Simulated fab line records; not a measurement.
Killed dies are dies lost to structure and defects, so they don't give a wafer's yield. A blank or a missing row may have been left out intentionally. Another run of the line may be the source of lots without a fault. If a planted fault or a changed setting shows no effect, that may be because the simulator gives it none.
A struck lot beside a sound one / flow sky130 / 29 out of 708 route steps
Sound: these wafers, L148.1, L148.2, L148.5. Wafers struck: L143.1, L143.4, L143.6. The cause comes at the end.
Each step with rows lists, per side, the tool, then ch with its chambers, then its first start. Under that, the readings that differ: sound wafers / struck wafers / difference of the means / sigmas: that difference in standard deviations of wafers without a fault.
alike: readings whose means differ by less than 2 such deviations, and words and numbers that are the same on both sides. not compared: withheld readings, readings that some wafer has no value for, bounds like >300 that may hide the same value, and numbers for which the record gives no deviation and whose values overlap.
The two part at a step that has a row with sigmas, a row that says differs or no value, or rows on one side only. Numbers that have no deviation but don't overlap get no sigmas and don't part them. Lack of a reading on every wafer of one side parts them only where that side has two or more wafers.

SKY_PWDE_STRIP_09: strips in O2/N2.
  sound on plasma-asher-04 ch 0,1, day 5 21:19; struck on plasma-asher-01 ch 0,1, day 4 19:04
  alike: drypump-motor-current-A, o2-flow-sccm, oes-product-au, strip-time-to-endpoint-s
  not compared: rf-hours-counter-h
SKY_PWDE_TW_MEAS_10:
  struck on film-metro-02, day 4 19:10; sound on film-metro-01, day 5 21:25
  alike: PWDE_TW
then, 7 steps without rows for these wafers: SKY_NWELL_DEHYDRATE_03 (time 60 s); SKY_NWELL_HMDS_04 (prime time 60 s); SKY_NWELL_COAT_05 (resist thk 3000 nm); SKY_NWELL_SOFTBAKE_06; SKY_NWELL_EXPOSE_07 (exposes mask NWM, target cd 840 nm); SKY_NWELL_PEB_08; SKY_NWELL_DEVELOP_09 (develop time 60 s).
SKY_NWELL_OVL_MEAS_10:
  struck on overlay-01, day 5 13:40; sound on overlay-02, day 6 15:37
  alike: NWELL_00_OVL
then, 2 steps without rows for these wafers: SKY_NWELL_IMPLANT_11; SKY_NWELL_IMPLANT_12.
SKY_NWELL_IMPLANT_13:
  sound on implanter-03 ch 0, day 6 15:58; struck on implanter-01, day 5 14:01
  no value came back on the struck wafers for beam-energy-keV, beam-on-s (s); on the sound wafers beam-energy-keV reads 50.032 50.030 50.022
SKY_NWELL_STRIP_14: strips in O2/N2.
  sound on plasma-asher-03 ch 0,1, day 6 16:07; struck on plasma-asher-03 ch 0, day 5 14:10
  alike: drypump-motor-current-A, o2-flow-sccm, oes-product-au, strip-time-to-endpoint-s
  not compared: rf-hours-counter-h
SKY_NWELL_TW_MEAS_15:
  struck on film-metro-01, day 5 14:16; sound on film-metro-01, day 6 16:13
reading=NWELL_TW; sound=1824 1829 1831; struck=1804 1799 1814; difference=-22; sigmas=-2
then, 7 steps without rows for these wafers: SKY_NWELL_DEHYDRATE_16 (time 60 s); SKY_NWELL_HMDS_17 (prime time 60 s); SKY_NWELL_COAT_18 (resist thk 3000 nm); SKY_NWELL_SOFTBAKE_19; SKY_NWELL_EXPOSE_20 (exposes mask NWM COMPLEMENT, target cd 840 nm); SKY_NWELL_PEB_21; SKY_NWELL_DEVELOP_22 (develop time 60 s).
SKY_NWELL_OVL_MEAS_23:
  struck on overlay-02, day 6 09:13; sound on overlay-02, day 7 11:40
  alike: NWELL_01_OVL
next, for these wafers, 1 step has no rows: SKY_NWELL_IMPLANT_24.
SKY_NWELL_STRIP_25: strips in O2/N2.
  sound on plasma-asher-04 ch 0,1, day 7 11:52; struck on plasma-asher-03 ch 0,1, day 6 09:25
  alike: drypump-motor-current-A, o2-flow-sccm, oes-product-au, strip-time-to-endpoint-s
  not compared: rf-hours-counter-h
SKY_NWELL_TW_MEAS_26:
  struck on film-metro-04, day 6 09:31; sound on film-metro-01, day 7 11:58
  alike: NWELL_2_TW
then, 1 step without rows for these wafers: SKY_NWELL_CLEAN_27 (cleans in SC1/SC2, time 150 s).
SKY_NWELL_RTA_28: time 30 s.
  sound on rtp-anneal-02 ch 0, day 7 12:07; struck on rtp-anneal-01 ch 0, day 6 09:38
  alike: lamp-power-pct, wafer_temp_C_max
SKY_NWELL_RS_MEAS_29: a four-point-probe measurement.
  struck on film-metro-04, day 6 09:44; sound on film-metro-04, day 7 12:13
reading=NWELL_RS (ohm/sq); sound=622.7 622.7 626.1; struck=651.7 653.0 650.8; difference=+28.0; sigmas=+15

WHERE THEY PART
Last at SKY_NWELL_RS_MEAS_29 as far as this record goes, first at SKY_NWELL_IMPLANT_13.

WHY: the cause the simulator had injected
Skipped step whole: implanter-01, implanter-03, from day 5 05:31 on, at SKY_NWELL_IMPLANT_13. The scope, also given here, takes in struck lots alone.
